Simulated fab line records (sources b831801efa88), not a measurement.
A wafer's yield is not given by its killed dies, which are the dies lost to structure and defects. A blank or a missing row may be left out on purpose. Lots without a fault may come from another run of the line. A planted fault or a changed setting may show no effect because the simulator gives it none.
fab line records	flow sky130
record: lots: 6	wafers: 18	lastDay: 50
route steps=708 shown FIELD_ISO@21 NWELL@32 DNWELL@35 PWDE@45 PAD_OPEN@708
lots that met no fault: from a run of the same line without faults
startH: hours from the record's opening day to when the first of the lot's shown wafers began	waitH: hours since the lot's step before	" identical to the entry in the row above	L1.1+2: a row that stands for several wafers	- no value, or no start given	* or withheld: withheld	< > ~ a bound
route shown NAME@n: a module of which the file shows steps, and the number in the route of the first	usual: mean/standard deviation of fault-free wafers	same: alike in all rows	chamber/n: place in a boat	sites: per-site readings	_std_site: the standard deviation of these	_edge_site: outer sites' mean less inner sites'	radiusMm: for every site, how far away it sits from the centre of the wafer	mask NAME#n: copy n	behind: the last tool/chamber to shape the wafer	hold: why the lot went on hold/how many hours it stayed there/how the hold came to an end	device: the transistor (n, p or np) that didn't switch	end of line: at the end of the route, the tests of the same wafers	step lacking rows: just its recipe	killed: count of dies lost to structure and defects at first sort (not the wafer's yield)	map: the dies of a wafer, with x for killed, . for not killed, _ for no die there
set.NAME: the run value of the setting; set.NAME@STEP: its run value at that earlier step	model.NAME: the simulator's own value behind a step, which no gauge read
lots seen at some steps along the route; tables by step, rows by wafer
services: the hour from which a tool's chamber was out of use, counted from the record's first day as startH (under 0 if before that day), plus the number of hours and why
== steps ==
step: SKY_FIELD_ISO_CLEAN_20
recipe: chemistry: dHF	timeS: 20	dilution: 100:1
step: SKY_FIELD_ISO_WET_ETCH_21
recipe: chemistry: dHF	dilution: 100:1	targetDepthNm: 20	dry: ipaMarangoni	target: SiO2	tempC: 25	timeS: 400
step: SKY_FIELD_ISO_OXIDATION_22
recipe: tempC: 950	ambient: O2	stabiliseS: 600	purgeS: 300	targetThkA: 100	oxTimeS: 623
step: SKY_FIELD_ISO_THK_MEAS_23
recipe: reads: SiO2_of_FIELD_ISO_OXIDATION_22
usual: FIELD_ISO_OXIDATION_01_THK: 9.95/0.18
lot.wafer	tool	chamber	startH	waitH	FIELD_ISO_OXIDATION_01_THK[nm]
L140.1	filmMetro-04	-	32.24	0.0	10.06
L140.4	"	-	"	"	10.06
L140.5	"	-	"	"	10.11
L143.1	filmMetro-04	-	48.47	0.0	10.27
L143.4	"	-	"	"	10.33
L143.5	"	-	"	"	10.14
L151.3	filmMetro-04	-	89.16	0.0	9.93
L151.4	"	-	"	"	10.00
L151.6	"	-	"	"	10.17
L153.1	filmMetro-04	-	99.55	0.0	9.69
L153.4	"	-	"	"	9.43
L153.5	"	-	"	"	9.58
L158.3	filmMetro-01	-	126.23	0.0	9.79
L158.4	"	-	"	"	9.91
L158.5	"	-	"	"	9.81
L160.2	filmMetro-04	-	133.95	0.0	9.98
L160.4	"	-	"	"	9.88
L160.5	"	-	"	"	9.89
step: SKY_FIELD_ISO_CVD_24
recipe: material: SiO2	targetThkNm: 595	tempC: 650	sigmaOpenFrac: 0.3	timeS: 99.2	sih4FlowSccm: 60	pressureMtorr: 5.812
step: SKY_FIELD_ISO_THK_MEAS_25
recipe: reads: SiO2_of_FIELD_ISO_CVD_24
usual: FIELD_ISO_CVD_24_THK: 598/7.9
lot.wafer	tool	chamber	startH	waitH	FIELD_ISO_CVD_24_THK[nm]
L140.1	filmMetro-01	-	32.37	0.0	604
L140.4	"	-	"	"	603
L140.5	"	-	"	"	607
L143.1	filmMetro-01	-	48.60	0.0	606
L143.4	"	-	"	"	604
L143.5	"	-	"	"	610
L151.3	filmMetro-04	-	89.29	0.1	592
L151.4	"	-	"	"	582
L151.6	"	-	"	"	594
L153.1	filmMetro-01	-	99.68	0.0	600
L153.4	"	-	"	"	590
L153.5	"	-	"	"	588
L158.3	filmMetro-02	-	126.36	0.1	598
L158.4	"	-	"	"	595
L158.5	"	-	"	"	592
L160.2	filmMetro-01	-	134.08	0.0	597
L160.4	"	-	"	"	593
L160.5	"	-	"	"	590
step: SKY_FIELD_ISO_ANNEAL_26
recipe: tempC: 1000	timeS: 1800	ambient: N2
step: SKY_FIELD_ISO_CMP_27
recipe: stopOn: Si3N4	tOverpolishS: 16	downForcePsi: 4	platenRpm: 60	targetThkNm: 457.8	padVelocityMS: 0.94248
usual: motorCurrentA: 12.3/1.3	overpolishRunS: 16.000/0.0089	timeToEndpointS: 112/3.6
lot.wafer	tool	chamber	startH	waitH	motorCurrentA	overpolishRunS	timeToEndpointS
L140.4	cmp-01	3	35.75	0.1	14.0	15.997	112
L140.1	"	0	"	"	11.5	16.004	111
L140.5	"	2	"	"	11.8	15.975	111
L143.1	cmp-01	0	51.37	0.1	11.0	15.994	112
L143.4	"	1	"	"	13.8	15.996	118
L143.5	"	3	"	"	13.9	15.989	117
L151.4	cmp-02	0	91.18	0.0	11.0	16.000	110
L151.3	"	1	"	"	13.1	15.997	111
L151.6	"	0	"	"	11.3	15.985	110
L153.1	cmp-01	2	101.34	0.1	12.3	15.994	105
L153.4	"	3	"	"	13.5	15.991	107
L153.5	"	1	"	"	14.0	15.999	107
L158.3	cmp-02	2	129.22	0.0	12.3	15.988	110
L158.4	"	1	"	"	13.2	15.994	112
L158.5	"	2	"	"	12.9	16.003	109
L160.4	cmp-02	0	135.63	0.0	11.8	15.998	112
L160.2	"	2	"	"	12.7	16.007	111
L160.5	"	0	"	"	11.2	16.001	111
step: SKY_FIELD_ISO_WET_ETCH_28
recipe: chemistry: dHF	targetDepthNm: 23.7	target: SiO2	dilution: 10:1	tempC: 25	timeS: 47
step: SKY_FIELD_ISO_WET_ETCH_29
recipe: chemistry: H3PO4	targetDepthNm: 160	target: Si3N4	tempC: 160	timeS: 1825
step: SKY_FIELD_ISO_WET_ETCH_30
recipe: chemistry: dHF	targetDepthNm: 25	target: SiO2	dilution: 10:1	tempC: 25	timeS: 50
step: SKY_NWELL_CLEAN_00
recipe: chemistry: SC1/SC2	mix: 1:4:20	tempC: 70	timeS: 150	dry: n2Spin
step: SKY_NWELL_OXIDATION_01
recipe: tempC: 900	ambient: O2	stabiliseS: 600	purgeS: 300	targetThkA: 100	oxTimeS: 1418
usual: zonePowerTopPct: 32.0/0.38
lot.wafer	tool	chamber	startH	waitH	zonePowerTopPct
L140.1	furnace-01	0	37.83	0.7	32.0
L140.4	"	0	"	"	31.9
L140.5	"	0	"	"	31.2
L143.1	furnace-01	0	53.13	0.8	31.5
L143.4	"	0	"	"	31.7
L143.5	"	0	"	"	31.8
L151.3	furnace-01	0	92.70	0.6	32.0
L151.4	"	0	"	"	31.8
L151.6	"	0	"	"	31.7
L151.3	furnace-02	0	95.01	0.9	32.6
L151.4	"	0	"	"	32.4
L151.6	"	0	"	"	32.5
L153.1	furnace-01	0	102.31	0.1	32.1
L153.4	"	0	"	"	32.0
L153.5	"	0	"	"	31.7
L153.1	furnace-02	0	104.11	0.4	32.1
L153.4	"	0	"	"	32.6
L153.5	"	0	"	"	32.4
L158.3	furnace-01	0	131.23	1.1	31.2
L158.4	"	0	"	"	31.5
L158.5	"	0	"	"	31.6
L160.2	furnace-02	0	137.14	0.6	32.4
L160.4	"	0	"	"	32.7
L160.5	"	0	"	"	32.8
step: SKY_NWELL_THK_MEAS_02
recipe: reads: SiO2_of_NWELL_OXIDATION_01
usual: NWELL_OXIDATION_THK: 9.95/0.2
lot.wafer	tool	chamber	startH	waitH	NWELL_OXIDATION_THK[nm]
L140.1	filmMetro-01	-	39.23	0.0	10.18
L140.4	"	-	"	"	10.22
L140.5	"	-	"	"	10.03
L143.1	filmMetro-01	-	54.53	0.0	9.81
L143.4	"	-	"	"	10.03
L143.5	"	-	"	"	9.98
L151.3	filmMetro-03	-	96.42	0.0	15.75
L151.4	"	-	"	"	15.85
L151.6	"	-	"	"	16.24
L151.3	filmMetro-03	-	96.65	0.2	15.72
L151.4	"	-	"	"	15.80
L151.6	"	-	"	"	16.24
L153.1	filmMetro-03	-	105.50	0.0	16.21
L153.4	"	-	"	"	16.12
L153.5	"	-	"	"	16.06
L153.1	filmMetro-03	-	105.73	0.2	16.26
L153.4	"	-	"	"	16.12
L153.5	"	-	"	"	16.06
L158.3	filmMetro-02	-	132.65	0.0	10.19
L158.4	"	-	"	"	10.30
L158.5	"	-	"	"	10.25
L160.2	filmMetro-03	-	138.54	0.0	9.90
L160.4	"	-	"	"	9.85
L160.5	"	-	"	"	9.83
step: SKY_DNWELL_DEHYDRATE_00
recipe: tempC: 200	timeS: 60
step: SKY_DNWELL_HMDS_01
recipe: primeTimeS: 60	primeTempC: 120
step: SKY_DNWELL_COAT_02
recipe: spinRpm: 2000	resistThkNm: 3000
step: SKY_DNWELL_SOFTBAKE_03
recipe: tempC: 110	timeS: withheld
step: SKY_DNWELL_EXPOSE_04
recipe: maskId: DNM	na: 0.57	targetCdNm: 3000	doseMj: 222
step: SKY_DNWELL_PEB_05
recipe: tempC: 115	timeS: withheld
step: SKY_DNWELL_DEVELOP_06
recipe: wallAngleDeg: 90	developer: TMAH	developTimeS: 60	devTempC: 23
step: SKY_DNWELL_IMPLANT_07
recipe: species: P	energyKev: withheld	doseCm2: withheld	tiltDeg: withheld
step: SKY_DNWELL_STRIP_08
recipe: chemistry: O2/N2	powerW: 1400	pressureMtorr: 1500	platenTempC: withheld	o2FlowSccm: 3000	n2FlowSccm: 300	overashFraction: 0.5
usual: chamberPressureMTorr: 1499.9/1.3	drypumpMotorCurrentA: 5.8/0.42	n2FlowSccm: 300.0/0.88	oesProductAu: 0.722/0.0046	stripTimeToEndpointS: 36.90/0.085
lot.wafer	tool	chamber	startH	waitH	chamberPressureMTorr	drypumpMotorCurrentA	n2FlowSccm	oesProductAu	rfHoursCounterH	stripTimeToEndpointS
L140.1	plasmaAsher-03	1	55.11	0.1	1497.1	6.1	299.0	0.718	39	36.90
L140.4	"	1	"	"	1499.0	6.1	301.9	0.719	-	36.83
L140.5	"	0	"	"	1499.3	6.6	298.8	0.719	-	36.89
L143.1	plasmaAsher-01	1	70.39	0.1	1499.1	5.2	299.5	0.718	29	36.94
L143.4	"	0	"	"	1498.9	5.5	299.5	0.716	-	36.91
L143.5	"	1	"	"	1498.5	5.2	300.3	0.723	-	36.87
L151.3	plasmaAsher-01	1	112.16	0.2	1499.3	5.2	299.9	0.723	-	36.97
L151.4	"	0	"	"	1498.5	5.5	300.8	0.720	-	36.95
L151.6	"	1	"	"	1500.8	5.2	300.6	0.731	-	37.05
L153.1	plasmaAsher-02	0	121.71	0.1	1499.6	5.9	299.2	0.715	0	36.96
L153.4	"	1	"	"	1500.5	5.9	300.2	0.721	-	36.95
L153.5	"	1	"	"	1499.6	5.9	300.4	0.715	-	36.96
L158.3	plasmaAsher-03	1	152.58	0.1	1501.2	6.1	300.6	0.714	-	36.93
L158.4	"	0	"	"	1502.0	6.6	300.0	0.720	-	36.93
L158.5	"	1	"	"	1500.3	6.0	301.5	0.720	-	36.94
L160.2	plasmaAsher-03	0	158.76	0.1	1500.0	6.6	301.8	0.724	49	36.98
L160.4	"	0	"	"	1498.6	6.6	300.3	0.725	-	37.04
L160.5	"	1	"	"	1497.9	6.0	299.2	0.717	-	36.99
step: SKY_DNWELL_TW_MEAS_09
usual: DNWELL_TW: 1113/13
lot.wafer	tool	chamber	startH	waitH	DNWELL_TW
L140.1	filmMetro-03	-	55.21	0.1	1095
L140.4	"	-	"	"	1103
L140.5	"	-	"	"	1099
L143.1	filmMetro-02	-	70.49	0.1	1123
L143.4	"	-	"	"	1124
L143.5	"	-	"	"	1117
L151.3	filmMetro-02	-	112.25	0.1	1118
L151.4	"	-	"	"	1116
L151.6	"	-	"	"	1118
L153.1	filmMetro-03	-	121.81	0.1	1098
L153.4	"	-	"	"	1101
L153.5	"	-	"	"	1097
L158.3	filmMetro-01	-	152.66	0.1	1121
L158.4	"	-	"	"	1117
L158.5	"	-	"	"	1124
L160.2	filmMetro-02	-	158.87	0.1	1128
L160.4	"	-	"	"	1133
L160.5	"	-	"	"	1130
step: SKY_PWDE_DEHYDRATE_00
recipe: tempC: 200	timeS: 60
step: SKY_PWDE_HMDS_01
recipe: primeTimeS: 60	primeTempC: 120
step: SKY_PWDE_COAT_02
recipe: spinRpm: 2000	resistThkNm: 3000
step: SKY_PWDE_SOFTBAKE_03
recipe: tempC: 110	timeS: withheld
step: SKY_PWDE_EXPOSE_04
recipe: maskId: PWDEM	na: 0.6	sourceShape: conventional	sigmaOuter: 0.6	polarization: unpolarized	targetCdNm: 840	doseMj: 214
step: SKY_PWDE_PEB_05
recipe: tempC: 115	timeS: withheld
step: SKY_PWDE_DEVELOP_06
recipe: wallAngleDeg: 90	developer: TMAH	developTimeS: 60	devTempC: 23
step: SKY_PWDE_OVL_MEAS_07
usual: PWDE_OVL: -0.7/1.4
lot.wafer	tool	chamber	startH	waitH	PWDE_OVL[nm]
L140.1	overlay-02	-	71.14	-	0.7
L140.4	"	-	"	"	1.7
L140.5	"	-	"	"	0.2
L143.1	overlay-02	-	87.34	-	-1.3
L143.4	"	-	"	"	-1.5
L143.5	"	-	"	"	-1.9
L151.3	overlay-02	-	130.81	-	1.2
L151.4	"	-	"	"	-1.8
L151.6	"	-	"	"	-0.6
L153.1	overlay-02	-	140.41	-	-0.8
L153.4	"	-	"	"	-1.3
L153.5	"	-	"	"	-1.1
L158.3	overlay-02	-	173.35	-	-1.2
L158.4	"	-	"	"	-3.4
L158.5	"	-	"	"	0.1
L160.2	overlay-02	-	180.07	-	-0.3
L160.4	"	-	"	"	-1.3
L160.5	"	-	"	"	-1.2
step: SKY_PWDE_IMPLANT_08
recipe: species: B	energyKev: 150	doseCm2: 3.6e+12	tiltDeg: withheld
step: SKY_PWDE_STRIP_09
recipe: chemistry: O2/N2	powerW: 1400	pressureMtorr: 1500	platenTempC: withheld	o2FlowSccm: 3000	n2FlowSccm: 300	overashFraction: 0.5
usual: chamberPressureMTorr: 1499.8/1.4	drypumpMotorCurrentA: 5.9/0.57	n2FlowSccm: 300.3/1	oesProductAu: 0.722/0.0043	stripTimeToEndpointS: 36.89/0.092
lot.wafer	tool	chamber	startH	waitH	chamberPressureMTorr	drypumpMotorCurrentA	n2FlowSccm	oesProductAu	rfHoursCounterH	stripTimeToEndpointS
L140.1	plasmaAsher-03	1	71.33	0.1	1501.0	6.1	301.5	0.722	41	36.82
L140.4	"	1	"	"	1499.6	6.0	301.0	0.723	-	36.91
L140.5	"	0	"	"	1499.7	6.6	301.3	0.722	-	36.84
L143.1	plasmaAsher-04	1	87.53	0.1	1499.5	6.4	301.0	0.713	40	36.93
L143.4	"	0	"	"	1500.0	5.1	299.7	0.711	-	37.01
L143.5	"	1	"	"	1497.7	6.4	301.5	0.725	-	37.01
L151.3	plasmaAsher-04	0	131.02	0.1	1497.4	5.2	300.4	0.721	-	36.94
L151.4	"	1	"	"	1500.5	6.4	301.2	0.728	-	36.92
L151.6	"	0	"	"	1498.6	5.1	298.5	0.721	-	37.01
L153.1	plasmaAsher-02	1	140.60	0.1	1498.8	5.9	299.8	0.722	2	36.92
L153.4	"	1	"	"	1498.8	5.9	298.7	0.714	-	36.92
L153.5	"	0	"	"	1500.8	5.9	301.6	0.719	-	36.91
L158.3	plasmaAsher-03	1	173.56	0.1	1500.4	6.0	300.5	0.728	-	36.93
L158.4	"	0	"	"	1498.9	6.6	302.3	0.714	-	37.00
L158.5	"	0	"	"	1501.2	6.6	301.4	0.718	-	36.91
L160.2	plasmaAsher-04	1	180.25	0.1	1499.4	6.4	301.0	0.726	50	36.93
L160.4	"	1	"	"	1502.9	6.5	301.7	0.720	-	36.91
L160.5	"	0	"	"	1497.8	5.1	299.2	0.720	-	36.91
step: SKY_PWDE_TW_MEAS_10
usual: PWDE_TW: 374/3.9
lot.wafer	tool	chamber	startH	waitH	PWDE_TW
L140.1	filmMetro-02	-	71.43	0.1	375
L140.4	"	-	"	"	375
L140.5	"	-	"	"	377
L143.1	filmMetro-02	-	87.63	0.1	377
L143.4	"	-	"	"	375
L143.5	"	-	"	"	375
L151.3	filmMetro-02	-	131.11	0.1	374
L151.4	"	-	"	"	374
L151.6	"	-	"	"	375
L153.1	filmMetro-03	-	140.70	0.1	369
L153.4	"	-	"	"	370
L153.5	"	-	"	"	370
L158.3	filmMetro-03	-	173.65	0.1	369
L158.4	"	-	"	"	371
L158.5	"	-	"	"	366
L160.2	filmMetro-03	-	180.36	0.1	371
L160.4	"	-	"	"	368
L160.5	"	-	"	"	369
step: SKY_NWELL_DEHYDRATE_03
recipe: tempC: 200	timeS: 60
step: SKY_NWELL_HMDS_04
recipe: primeTimeS: 60	primeTempC: 120
step: SKY_NWELL_COAT_05
recipe: spinRpm: 2000	resistThkNm: 3000
step: SKY_NWELL_SOFTBAKE_06
recipe: tempC: 110	timeS: withheld
step: SKY_NWELL_EXPOSE_07
recipe: maskId: NWM	na: 0.6	sourceShape: conventional	sigmaOuter: 0.6	polarization: unpolarized	targetCdNm: 840	doseMj: 255
step: SKY_NWELL_PEB_08
recipe: tempC: 115	timeS: withheld
step: SKY_NWELL_DEVELOP_09
recipe: wallAngleDeg: 90	developer: TMAH	developTimeS: 60	devTempC: 23
step: SKY_NWELL_CLEAN_27
recipe: chemistry: SC1/SC2	mix: 1:4:20	tempC: 70	timeS: 150	dry: n2Spin
lot.wafer	tool	chamber	startH	waitH	model.SiO2_of_NWELL_OXIDATION_01.thkNm
L140.1	wetBench-02	0	105.89	0.1	9.848
L140.4	"	0	"	"	9.811
L140.5	"	0	"	"	9.655
L143.1	wetBench-02	0	124.14	0.1	9.447
L143.4	"	0	"	"	9.686
L143.5	"	0	"	"	9.647
L151.3	wetBench-04	1	174.80	2.2	15.39
L151.4	"	1	"	"	15.5
L151.6	"	1	"	"	15.89
L153.1	wetBench-03	3	186.18	2.7	15.86
L153.4	"	3	"	"	15.8
L153.5	"	3	"	"	15.72
L158.3	wetBench-03	3	216.31	0.0	9.862
L158.4	"	3	"	"	10.01
L158.5	"	3	"	"	9.929
L160.2	wetBench-02	2	222.46	0.0	9.545
L160.4	"	2	"	"	9.522
L160.5	"	2	"	"	9.498
step: SKY_PAD_OPEN_PROBE_99
usual: killed_at_M0_to_M3: 43/6.8	killed_at_M4_up: 3.1/1.6	killedAtContacts: 24/5.4	killedAtFrontEnd: 16/4.4	killedAtOther: 0.2/0.48	killedDies: 87/8.8	killedOpen: 48/6.4	killedShort: 39/6.2
same: grossDies: 492	killedAtBackSide: 0
lot.wafer	tool	chamber	startH	waitH	killed_at_M0_to_M3	killed_at_M4_up	killedAtContacts	killedAtFrontEnd	killedAtOther	killedDies	killedOpen	killedShort	model.etest.nfet_16v.rOnOhmUm	model.etest.tipP.rsOhmSq	model.etest.pfet_01v8.rOnOhmUm	model.etest.pfetG5v0d10v5.rOnOhmUm	model.etest.resPwellUnderGate.rsOhmSq	model.etest.pfet_01v8_mvt.driveUaUm	model.etest.pfet_01v8.driveUaUm	model.etest.pfetG5v0d10v5.driveUaUm
L140.1	prober-01	-	1078.46	0.1	40	2	29	20	0	91	46	45	1.396e+04	6928	2901	4685	2282	149.3	190.7	347.1
L140.4	prober-01	-	1078.61	0.2	49	4	25	21	0	99	47	52	1.382e+04	6897	2956	4746	2279	148.5	188.8	341.7
L140.5	prober-01	-	1078.66	0.2	39	5	20	17	0	81	33	48	1.396e+04	6865	2898	4752	2283	150	193.5	343.6
L143.1	prober-02	-	1101.12	0.1	43	4	23	12	0	82	42	40	1.375e+04	6908	2870	4630	2306	153.8	194.8	351.4
L143.4	prober-02	-	1101.27	0.2	46	4	31	12	1	94	52	42	1.382e+04	6889	2865	4707	2293	154.6	193.2	346
L143.5	prober-02	-	1101.32	0.2	43	2	18	16	1	80	40	40	1.361e+04	6811	2862	4648	2290	154.3	193.1	351.4
L151.3	prober-02	-	1145.67	0.2	42	3	23	15	0	83	43	40	1.394e+04	7015	3122	4943	2300	137.3	176.4	325.6
L151.4	prober-02	-	1145.72	0.2	53	4	16	9	0	82	42	40	1.366e+04	7052	3116	4874	2300	138.5	174.3	333.5
L151.6	prober-02	-	1145.82	0.2	48	4	22	14	0	88	48	40	1.377e+04	7088	3137	4870	2304	136.1	172.6	326.7
L153.1	prober-02	-	1151.69	0.1	37	5	22	19	0	83	45	38	1.353e+04	7098	3000	4917	2317	141.9	182.7	330.3
L153.4	prober-02	-	1151.84	0.2	45	5	19	15	1	85	48	37	1.344e+04	7068	3046	4925	2318	137.8	179.1	327.7
L153.5	prober-02	-	1151.89	0.2	36	0	21	10	1	68	37	31	1.353e+04	7082	3057	4916	2315	138.9	180.7	325.2
L158.3	prober-01	-	1178.74	0.2	37	4	26	16	0	83	51	32	1.463e+04	6795	2881	4813	2299	154.1	193.9	330.6
L158.4	prober-01	-	1178.79	0.2	48	4	21	8	0	81	49	32	1.47e+04	6847	2877	4856	2283	151.2	192.3	333.7
L158.5	prober-01	-	1178.84	0.2	44	2	24	14	0	84	44	40	1.461e+04	6791	2904	4787	2286	152	193.1	336.8
L160.2	prober-02	-	1195.30	0.1	52	1	19	23	0	95	47	48	1.391e+04	6776	2759	4648	2314	158.8	208.9	347.9
L160.4	prober-02	-	1195.40	0.2	48	1	24	17	0	90	58	32	1.403e+04	6804	2775	4670	2291	156.7	203.5	338.3
L160.5	prober-02	-	1195.45	0.2	45	5	21	23	0	94	46	48	1.423e+04	6776	2839	4864	2287	154.4	196.8	333.7
killed by level:class
L140.1 METAL2:geometricParticle:short=8 POLY_GATE:geometricParticle:open=7 CONTACT:geometricParticle:short=7 LI_CONTACT:geometricParticle:open=6 LOCAL_INTERCONNECT:geometricParticle:short=6 CONTACT:geometricParticle:open=6 VIA3:geometricParticle:open=6 FIELD_ISO:geometricParticle:open=4
L140.4 FIELD_ISO:geometricParticle:open=10 VIA3:geometricParticle:open=7 CONTACT:geometricParticle:open=7 CONTACT:geometricParticle:short=7 METAL1:geometricParticle:short=6 VIA1:geometricParticle:short=6 METAL2:geometricParticle:short=6 VIA2:geometricParticle:open=6
L140.5 METAL2:geometricParticle:short=11 FIELD_ISO:geometricParticle:short=8 CONTACT:geometricParticle:open=7 VIA1:geometricParticle:short=7 VIA2:geometricParticle:open=6 CONTACT:geometricParticle:short=5 VIA1:geometricParticle:open=5 VIA3:geometricParticle:open=5
L143.1 METAL1:geometricParticle:short=10 CONTACT:geometricParticle:short=7 CONTACT:geometricParticle:open=7 VIA2:geometricParticle:open=7 LI_CONTACT:geometricParticle:open=6 VIA1:geometricParticle:open=6 VIA3:geometricParticle:open=6 POLY_GATE:geometricParticle:open=4
L143.4 CONTACT:geometricParticle:open=16 METAL1:geometricParticle:short=8 LI_CONTACT:geometricParticle:open=7 VIA3:geometricParticle:open=7 VIA1:geometricParticle:open=6 METAL3:geometricParticle:short=6 VIA1:geometricParticle:short=5 FIELD_ISO:geometricParticle:open=4
L143.5 METAL1:geometricParticle:short=10 LI_CONTACT:geometricParticle:open=9 VIA1:geometricParticle:open=7 VIA1:geometricParticle:short=6 FIELD_ISO:geometricParticle:open=5 CONTACT:geometricParticle:open=5 POLY_GATE:geometricParticle:short=4 METAL3:geometricParticle:short=4
L151.3 VIA1:geometricParticle:open=13 CONTACT:geometricParticle:short=6 METAL1:geometricParticle:short=6 FIELD_ISO:geometricParticle:short=5 LOCAL_INTERCONNECT:geometricParticle:short=5 CONTACT:geometricParticle:open=5 METAL2:geometricParticle:short=5 VIA3:geometricParticle:open=5
L151.4 VIA2:geometricParticle:open=12 VIA1:geometricParticle:open=9 METAL1:geometricParticle:short=7 LOCAL_INTERCONNECT:geometricParticle:short=6 CONTACT:geometricParticle:open=5 VIA1:geometricParticle:short=5 VIA3:geometricParticle:open=5 FIELD_ISO:geometricParticle:short=4
L151.6 VIA1:geometricParticle:open=10 LI_CONTACT:geometricParticle:open=8 VIA2:geometricParticle:short=7 CONTACT:geometricParticle:open=6 METAL1:geometricParticle:short=6 VIA2:geometricParticle:open=6 METAL2:geometricParticle:short=5 POLY_GATE:geometricParticle:open=5
L153.1 CONTACT:geometricParticle:open=12 VIA1:geometricParticle:open=8 VIA2:geometricParticle:open=7 POLY_GATE:geometricParticle:open=4 POLY_GATE:geometricParticle:short=4 SPACER:geometricParticle:short=4 LI_CONTACT:geometricParticle:open=4 METAL2:geometricParticle:short=4
L153.4 VIA1:geometricParticle:open=12 CONTACT:geometricParticle:open=10 METAL2:geometricParticle:short=6 VIA2:geometricParticle:open=6 VIA3:geometricParticle:open=5 POLY_GATE:geometricParticle:short=4 POLY_GATE:geometricParticle:open=4 VIA1:geometricParticle:short=4
L153.5 CONTACT:geometricParticle:open=9 LI_CONTACT:geometricParticle:open=7 VIA3:geometricParticle:open=7 VIA1:geometricParticle:short=6 METAL2:geometricParticle:short=5 VIA2:geometricParticle:open=4 VIA1:geometricParticle:open=4 FIELD_ISO:geometricParticle:short=3
L158.3 CONTACT:geometricParticle:open=11 CONTACT:geometricParticle:short=8 VIA2:geometricParticle:open=7 VIA1:geometricParticle:open=7 FIELD_ISO:geometricParticle:open=6 VIA3:geometricParticle:open=6 METAL1:geometricParticle:short=5 LOCAL_INTERCONNECT:geometricParticle:short=4
L158.4 VIA1:geometricParticle:open=13 CONTACT:geometricParticle:open=12 VIA2:geometricParticle:open=9 METAL1:geometricParticle:short=6 VIA3:geometricParticle:open=4 METAL4:geometricParticle:short=4 LOCAL_INTERCONNECT:geometricParticle:short=3 POLY_GATE:geometricParticle:open=3
L158.5 VIA1:geometricParticle:open=12 CONTACT:geometricParticle:open=11 LOCAL_INTERCONNECT:geometricParticle:short=5 METAL2:geometricParticle:short=5 FIELD_ISO:geometricParticle:short=4 LI_CONTACT:geometricParticle:open=4 METAL1:geometricParticle:short=4 VIA1:geometricParticle:short=4
L160.2 VIA1:geometricParticle:open=9 METAL2:geometricParticle:short=9 LI_CONTACT:geometricParticle:open=7 VIA1:geometricParticle:short=7 VIA3:geometricParticle:open=6 POLY_GATE:geometricParticle:short=5 POLY_GATE:geometricParticle:open=5 CONTACT:geometricParticle:open=5
L160.4 VIA1:geometricParticle:open=15 VIA3:geometricParticle:open=12 LI_CONTACT:geometricParticle:open=11 CONTACT:geometricParticle:open=9 METAL1:geometricParticle:short=6 FIELD_ISO:geometricParticle:open=5 FIELD_ISO:geometricParticle:short=5 POLY_GATE:geometricParticle:short=4
L160.5 VIA1:geometricParticle:open=15 METAL2:geometricParticle:short=8 POLY_GATE:geometricParticle:short=7 FIELD_ISO:geometricParticle:open=6 CONTACT:geometricParticle:open=6 FIELD_ISO:geometricParticle:short=5 VIA1:geometricParticle:short=5 CONTACT:geometricParticle:short=5
== services ==
tool	chamber	startH	hours	kind
cmp-01	-	12.83	1.4	repair
plasmaAsher-01	-	15.72	2.8	pm
furnace-02	-	17.26	5.8	repair
cmp-02	-	20.09	7.3	repair
plasmaAsher-04	-	30.38	6.9	repair
wetBench-03	-	45.64	15.0	repair
cmp-02	-	47.11	2.0	repair
wetBench-04	-	47.88	2.0	repair
furnace-02	-	59.89	3.2	pm
cmp-02	-	64.00	4.0	pm
plasmaAsher-02	-	70.23	7.0	pm
cmp-02	-	83.38	5.5	pm
plasmaAsher-04	-	84.45	1.4	repair
plasmaAsher-03	-	107.53	14.6	pm
plasmaAsher-02	-	108.75	9.0	pm
wetBench-04	-	116.49	1.9	pm
cmp-01	-	126.18	0.7	repair
plasmaAsher-04	-	131.09	0.3	repair
cmp-01	-	141.00	4.5	pm
cmp-02	-	181.42	1.2	repair
furnace-01	-	189.62	18.3	repair
plasmaAsher-02	-	193.56	0.6	repair
plasmaAsher-04	-	201.56	1.4	repair
plasmaAsher-04	-	205.25	5.7	repair
== key ==
firstSign: step: SKY_NWELL_OXIDATION_01	reading: visit	direction: added
effect: step: SKY_NWELL_THK_MEAS_02	reading: visit	direction: added
effect: step: SKY_NWELL_THK_MEAS_02	reading: NWELL_OXIDATION_THK	direction: up	sigmas: 31	usual: 9.95	struck: 16.04
modelEffect: step: SKY_NWELL_CLEAN_27	value: SiO2_of_NWELL_OXIDATION_01.thkNm	without: 9.566	struck: 15.69
modelEffect: step: SKY_PAD_OPEN_PROBE_99	value: etest.nfet_16v.rOnOhmUm	without: 1.407e+04	struck: 1.365e+04
metAt SKY_NWELL_OXIDATION_01
struckWafers L151.3,L151.4,L151.6,L153.1,L153.4,L153.5
testerLeftOut L151,L153
fault: kind: repeatedStepWhole	tool: furnace-01,furnace-02	chamber: -	onsetH: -	steps: SKY_NWELL_OXIDATION_01	times: 1	scope: struckLotsOnly
testerLeftOut: of these lots the tester's yield and bins aren't shown, on N5 and GAA mostly nor the transistor test; their killed dies are dies lost to structure and defects alone, not to doping, threshold or leakage, so they don't give the yield
